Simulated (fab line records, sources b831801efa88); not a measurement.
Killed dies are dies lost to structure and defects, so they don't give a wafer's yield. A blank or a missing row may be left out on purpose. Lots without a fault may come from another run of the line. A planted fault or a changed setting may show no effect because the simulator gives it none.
A struck lot beside a sound one | flow sky130 | 35 steps out of a route of 708
Sound: wafers L794.2, L794.4, L794.5. Struck: wafers L801.1, L801.3, L801.4. The cause comes at the end.
At each step with rows: each side's tool, then ch and its chambers, then its first start. Under that, the readings that differ: sound wafers | struck wafers | difference of the means | sigmas: that difference in standard deviations of wafers without a fault.
alike: readings whose means differ by less than 2 such deviations, and words and numbers that are the same on both sides. not compared: withheld readings, readings that some wafer has no value for, bounds like >300 that may hide the same value, and numbers for which the record gives no deviation and whose values overlap.
The two part at a step that has a row with sigmas, a row that says differs or no value, or rows on one side only. Numbers that don't overlap but have no deviation are shown without sigmas and don't part them. A reading that every wafer of one side lacks parts them only if that side has two wafers or more.

SKY_SD_P_CD_MEAS_07: target cd 380 nm.
  sound on cd_sem-01, day 25 15:02; struck on cd_sem-01, day 28 06:10
  alike: cd_nm
SKY_SD_P_OVL_MEAS_08:
  sound on overlay-01, day 25 15:08; struck on overlay-02, day 28 06:17
  alike: SD_P_OVL
then, 1 step without rows for these wafers: SKY_SD_P_IMPLANT_09.
SKY_SD_P_STRIP_10: strips in O2/N2.
  sound on plasma_asher-02 ch 0,1, day 25 15:19; struck on plasma_asher-01 ch 0,1, day 28 06:28
  alike: drypump_motor_current_A, n2_flow_sccm, oes_product_au, strip_time_to_endpoint_s
  not compared: rf_hours_counter_h
SKY_SD_P_TW_MEAS_11:
  sound on film_metro-02, day 25 15:26; struck on film_metro-02, day 28 06:34
  alike: SD_P_TW
then, 7 steps without rows for these wafers: SKY_RES_XHIGH_DEHYDRATE_00 (time 60 s); SKY_RES_XHIGH_HMDS_01 (prime time 60 s); SKY_RES_XHIGH_COAT_02 (resist thk 1140 nm); SKY_RES_XHIGH_SOFTBAKE_03 (time 60 s); SKY_RES_XHIGH_EXPOSE_04 (exposes mask URPM, target cd 1270 nm); SKY_RES_XHIGH_PEB_05; SKY_RES_XHIGH_DEVELOP_06 (develop time 60 s).
SKY_RES_XHIGH_IMPLANT_07:
  sound on implanter-02 ch 0, day 26 19:52; struck on implanter-02 ch 0, day 29 10:42
  reading       | sound                         | struck                        | difference | sigmas
  beam_on_s (s) | 36.5 35.3 35.5                | 23.3 22.2 22.2                | -13.2      | -7
  dose_ions_cm2 | 3.597e+14 3.597e+14 3.598e+14 | 2.314e+14 2.307e+14 2.313e+14 | -1.286e+14 | -99 or more
SKY_RES_XHIGH_STRIP_08: strips in O2/N2.
  sound on plasma_asher-04 ch 0,1, day 26 20:00; struck on plasma_asher-02 ch 0,1, day 29 10:51
  reading                      | sound             | struck            | difference | sigmas
  strip_time_to_endpoint_s (s) | 14.28 14.34 14.31 | 14.16 14.16 14.18 | -0.14      | -4
  alike: drypump_motor_current_A, n2_flow_sccm, oes_product_au
  not compared: rf_hours_counter_h
SKY_RES_XHIGH_TW_MEAS_09:
  sound on film_metro-02, day 26 20:07; struck on film_metro-04, day 29 10:57
  reading      | sound          | struck         | difference | sigmas
  RES_XHIGH_TW | 1650 1647 1658 | 1461 1463 1457 | -191       | -20
then, 7 steps without rows for these wafers: SKY_SD_N_DEHYDRATE_00 (time 60 s); SKY_SD_N_HMDS_01 (prime time 60 s); SKY_SD_N_COAT_02 (resist thk 1140 nm); SKY_SD_N_SOFTBAKE_03 (time 60 s); SKY_SD_N_EXPOSE_04 (exposes mask NSDM, target cd 380 nm); SKY_SD_N_PEB_05; SKY_SD_N_DEVELOP_06 (develop time 60 s).
SKY_SD_N_CD_MEAS_07: target cd 380 nm.
  sound on cd_sem-01, day 28 00:17; struck on cd_sem-02, day 30 14:35
  alike: cd_nm
SKY_SD_N_OVL_MEAS_08:
  sound on overlay-01, day 28 00:23; struck on overlay-02, day 30 14:43
  alike: SD_N_OVL
then, 2 steps without rows for these wafers: SKY_SD_N_IMPLANT_09; SKY_SD_N_IMPLANT_10.
SKY_SD_N_STRIP_11: strips in O2/N2.
  sound on plasma_asher-03 ch 0,1, day 28 00:43; struck on plasma_asher-03 ch 0,1, day 30 15:03
  alike: drypump_motor_current_A, n2_flow_sccm, oes_product_au, strip_time_to_endpoint_s
  not compared: rf_hours_counter_h
SKY_SD_N_TW_MEAS_12:
  sound on film_metro-01, day 28 00:50; struck on film_metro-04, day 30 15:09
  alike: SD_N_TW
then, 1 step without rows for these wafers: SKY_SD_N_CLEAN_13 (cleans in SC1/SC2, time 150 s).
SKY_SD_N_RTA_14: time 2 s.
  sound on rtp_anneal-01 ch 0, day 28 00:56; struck on rtp_anneal-01 ch 0, day 30 15:16
  alike: lamp_power_pct, wafer_temp_C_max
SKY_SD_N_RS_MEAS_16: measures by four-point-probe.
  sound on film_metro-02, day 28 01:07; struck on film_metro-02, day 30 15:26
  alike: SD_N_RS
SKY_SD_N_RS_MEAS_17: measures by four-point-probe.
  sound on film_metro-02, day 28 01:14; struck on film_metro-02, day 30 15:33
  alike: SD_P_RS
SKY_SD_N_RS_MEAS_18: measures by four-point-probe.
  sound on film_metro-02, day 28 01:22; struck on film_metro-02, day 30 15:40
  reading               | sound             | struck            | difference | sigmas
  RES_XHIGH_RS (ohm/sq) | 330.5 331.8 329.8 | 477.1 475.5 476.0 | +145.5     | +99 or more
then, 1 step without rows for these wafers: SKY_SALICIDE_CLEAN_00 (cleans in HF-last, time 30 s).
-- the record jumps here: 17 days lie between the struck wafers' starts before and after (it left off in module SALICIDE and takes up again in module PAD_OPEN, whose first step shown is number 708 of the route) --
SKY_PAD_OPEN_PROBE_99:
  sound on prober-02, day 45 22:32; struck on prober-01, day 47 18:09
  reading                                            | sound                | struck                        | difference | sigmas
  model.etest.res_xhigh_po.line_ohm_um               | 5645 5697 5515       | 1.508e+04 1.542e+04 1.563e+04 | +9.758e+03 |
  model.etest.res_xhigh_po.rs_ohm_sq                 | 1976 2023 1963       | 5310 5410 5405                | +3388      |
  model.etest.res_xhigh_po.rs_ohm_sq_range           | 61.3 47.39 63.12     | 513.9 432.4 387               | +387.2     |
  model.etest.res_xhigh_po.rs_ohm_sq_rim_less_centre | 1.346 -13.43 -0.3164 | 403.5 343 286.6               | +348.5     |
  alike: killed_at_M0_to_M3, killed_at_M4_up, killed_at_contacts, killed_at_front_end, killed_at_other, killed_dies, killed_on_rim, killed_open, killed_short

WHERE THEY PART
First at SKY_RES_XHIGH_IMPLANT_07; last, within this record, at SKY_SD_N_RS_MEAS_18. Later steps at which nothing parts them and some readings are alike: SKY_PAD_OPEN_PROBE_99.

WHY: what the simulator had put in
Process parameter drift: implanter-02, from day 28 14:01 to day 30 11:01, at SKY_RES_XHIGH_IMPLANT_07. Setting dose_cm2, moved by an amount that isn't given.
